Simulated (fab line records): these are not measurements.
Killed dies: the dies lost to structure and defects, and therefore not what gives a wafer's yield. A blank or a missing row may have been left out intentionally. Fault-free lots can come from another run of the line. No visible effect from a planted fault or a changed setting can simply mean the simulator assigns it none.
Comparing a struck lot with a sound one	flow sky130	18 out of 708 route steps
Sound: the wafers L821.1, L821.4, L821.5. Wafers L827.4, L827.5, L827.6 were the ones struck. Last of all comes the cause.
Per side, at each step with rows, come the tool, then ch with its chambers, and then its first start. Under that, the readings that differ: sound wafers	struck wafers	difference of the means	sigmas: that difference in standard deviations of wafers without a fault.
alike: readings with means less than 2 such deviations apart, plus words and numbers identical on both sides. not compared: withheld readings, readings lacking a value on some wafer, bounds such as >300 that could conceal the same value, and numbers that have no deviation in the record and whose values overlap.
Wherever a step has rows on one side only, a row that says differs or no value, or a row with sigmas, the two part there. Numbers that don't overlap but have no deviation are shown without sigmas and don't part them. Lack of a reading on every wafer of one side parts them only where that side has two or more wafers.

first, 1 step without rows for these wafers: SKY_NWELL_IMPLANT_24.
SKY_NWELL_STRIP_25: strips in O2/N2.
  sound on plasma_asher-03 ch 0,1, day 5 11:04; struck on plasma_asher-03 ch 0,1, day 7 01:59
reading	sound	struck	difference	sigmas
strip_time_to_endpoint_s (s)	36.75 36.66 36.64	36.85 37.01 37.00	+0.27	+3
  alike: drypump_motor_current_A, n2_flow_sccm, o2_flow_sccm, oes_product_au
  not compared: rf_hours_counter_h
SKY_NWELL_TW_MEAS_26:
  sound on film_metro-03, day 5 11:10; struck on film_metro-04, day 7 02:05
  alike: NWELL_2_TW
then, 1 step without rows for these wafers: SKY_NWELL_CLEAN_27 (cleans in SC1/SC2, time 150 s).
SKY_NWELL_RTA_28: time 30 s.
  sound on rtp_anneal-01 ch 0, day 5 11:16; struck on rtp_anneal-02 ch 0, day 7 02:13
  alike: lamp_power_pct, wafer_temp_C_max
SKY_NWELL_RS_MEAS_29: a four-point-probe measurement.
  sound on film_metro-03, day 5 11:22; struck on film_metro-01, day 7 02:19
  alike: NWELL_RS
SKY_NWELL_RS_MEAS_31: a four-point-probe measurement.
  sound on film_metro-03, day 5 11:37; struck on film_metro-01, day 7 02:34
  alike: PWDE_RS
then, 4 steps without rows for these wafers: SKY_VT_ADJUST_HVTP_DEHYDRATE_00 (time 60 s); SKY_VT_ADJUST_HVTP_HMDS_01 (prime time 60 s); SKY_VT_ADJUST_HVTP_COAT_02 (resist thk 1140 nm); SKY_VT_ADJUST_HVTP_SOFTBAKE_03 (time 60 s).
SKY_VT_ADJUST_HVTP_EXPOSE_04: exposes mask HVTPM, target cd 380 nm.
  sound on iline_stepper-01 ch 0, day 5 20:16; struck on iline_stepper-01 ch 0, day 7 12:56
reading	sound	struck	difference	sigmas
model.VT_ADJUST_HVTP.overlay_x_nm (nm)	-0.7629 -0.7629 -0.7629	290.7 290.7 290.7	+291.5	
  alike: mask
then, 2 steps without rows for these wafers: SKY_VT_ADJUST_HVTP_PEB_05; SKY_VT_ADJUST_HVTP_DEVELOP_06 (develop time 57.7 s).
SKY_VT_ADJUST_HVTP_CD_MEAS_07: the cd target is 380 nm.
  sound on cd_sem-01, day 6 05:01; struck on cd_sem-01, day 7 22:36
reading	sound	struck	difference	sigmas
cd_nm (nm)	378.1 376.4 379.9	385.0 383.6 383.9	+6.0	+2
SKY_VT_ADJUST_HVTP_OVL_MEAS_08:
  sound on overlay-01, day 6 05:08; struck on overlay-01, day 7 22:41
reading	sound	struck	difference	sigmas
VT_ADJUST_HVTP_OVL (nm)	-1.3 -2.0 -0.3	291.5 291.2 291.4	+292.6	+99 or more
after that, 1 step had no rows for these wafers: SKY_VT_ADJUST_HVTP_IMPLANT_09.
-- record jumps: 40 days separate the struck wafers' starts on either side; left off in module VT_ADJUST_HVTP, taken up again in module PAD_OPEN, whose first shown step is the route's number 708 --
SKY_PAD_OPEN_PROBE_99:
  the record has rows for the struck wafers here (prober-02, day 47 12:21) and none for the sound ones

WHERE THEY PART
Earliest at SKY_NWELL_STRIP_25; latest, in this record, at SKY_PAD_OPEN_PROBE_99.

WHY: what the simulator had put in
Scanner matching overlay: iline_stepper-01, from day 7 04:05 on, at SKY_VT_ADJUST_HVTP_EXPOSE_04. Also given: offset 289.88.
